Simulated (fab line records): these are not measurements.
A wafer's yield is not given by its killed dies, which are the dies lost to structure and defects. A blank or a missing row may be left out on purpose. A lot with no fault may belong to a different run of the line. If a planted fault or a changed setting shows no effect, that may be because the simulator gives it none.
A lot that was struck, set against a sound lot | flow sky130 | 15 steps out of a route of 708
Sound: these wafers, L770.3, L770.5, L770.6. Wafers L774.2, L774.3, L774.6 were the ones struck. At the end, the cause is stated.
For every step that has rows: the tool of each side, followed by ch and its chambers, followed by its first start. Under that, the readings that differ: sound wafers | struck wafers | difference of the means | sigmas: that difference in standard deviations of wafers without a fault.
alike: readings whose means differ by less than 2 such deviations, and words and numbers that are the same on both sides. not compared: withheld readings, readings that some wafer has no value for, bounds like >300 that may hide the same value, and numbers for which the record gives no deviation and whose values overlap.
The two part at a step that has a row with sigmas, a row that says differs or no value, or rows on one side only. When numbers do not overlap yet have no deviation, they are printed without sigmas and do not part them. A reading that every wafer of one side lacks parts them only if that side has two wafers or more.

SKY_RES_XHIGH_TW_MEAS_09:
  sound on filmMetro-02, day 29 22:48; struck on filmMetro-01, day 31 08:53
  alike: RES_XHIGH_TW
then, 7 steps without rows for these wafers: SKY_SD_N_DEHYDRATE_00 (time 60 s); SKY_SD_N_HMDS_01 (prime time 60 s); SKY_SD_N_COAT_02 (resist thk 1140 nm); SKY_SD_N_SOFTBAKE_03 (time 60 s); SKY_SD_N_EXPOSE_04 (exposes mask NSDM, target cd 380 nm); SKY_SD_N_PEB_05; SKY_SD_N_DEVELOP_06 (develop time 60 s).
SKY_SD_N_CD_MEAS_07 targets a cd of 380 nm.
  sound on cdSem-01, day 31 02:59; struck on cdSem-01, day 32 11:20
  alike: cdNm
SKY_SD_N_OVL_MEAS_08:
  sound on overlay-02, day 31 03:05; struck on overlay-01, day 32 11:27
  alike: SD_N_OVL
then, 2 steps without rows for these wafers: SKY_SD_N_IMPLANT_09; SKY_SD_N_IMPLANT_10.
SKY_SD_N_STRIP_11: strips in O2/N2.
  sound on plasmaAsher-03 ch 0,1, day 31 03:26; struck on plasmaAsher-04 ch 0,1, day 32 11:47
reading                                  | sound             | struck            | difference                    | sigmas
oesProductAu (a.u.)                      | 0.532 0.526 0.517 | 0.307 0.314 0.314 | -0.213                        | -45
stripTimeToEndpointS (s)                 | 22.55 22.54 22.52 | - - -             | no value on the struck wafers | 
model.NOVOLAK_of_SD_N_COAT_02.thkNm (nm) | 0 0 0             | 817.2 816.6 818   | +817.3                        | 
  alike: drypumpMotorCurrentA
  not compared: rfHoursCounterH
SKY_SD_N_TW_MEAS_12:
  sound on filmMetro-03, day 31 03:31; struck on filmMetro-02, day 32 11:53
  alike: SD_N_TW
-- a jump in the record: the struck wafers' starts before and after are 17 days apart (it breaks off in module SD_N and resumes in module PAD_OPEN, where the first step shown is number 708 of the route) --
SKY_PAD_OPEN_PROBE_99:
  the record has rows for the struck wafers here (prober-01, day 49 01:19) and none for the sound ones

WHERE THEY PART
Earliest at SKY_SD_N_STRIP_11; latest, in this record, at SKY_PAD_OPEN_PROBE_99.

WHY: whatever the simulator had introduced
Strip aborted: plasmaAsher-04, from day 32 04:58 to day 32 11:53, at SKY_SD_N_STRIP_11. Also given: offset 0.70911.
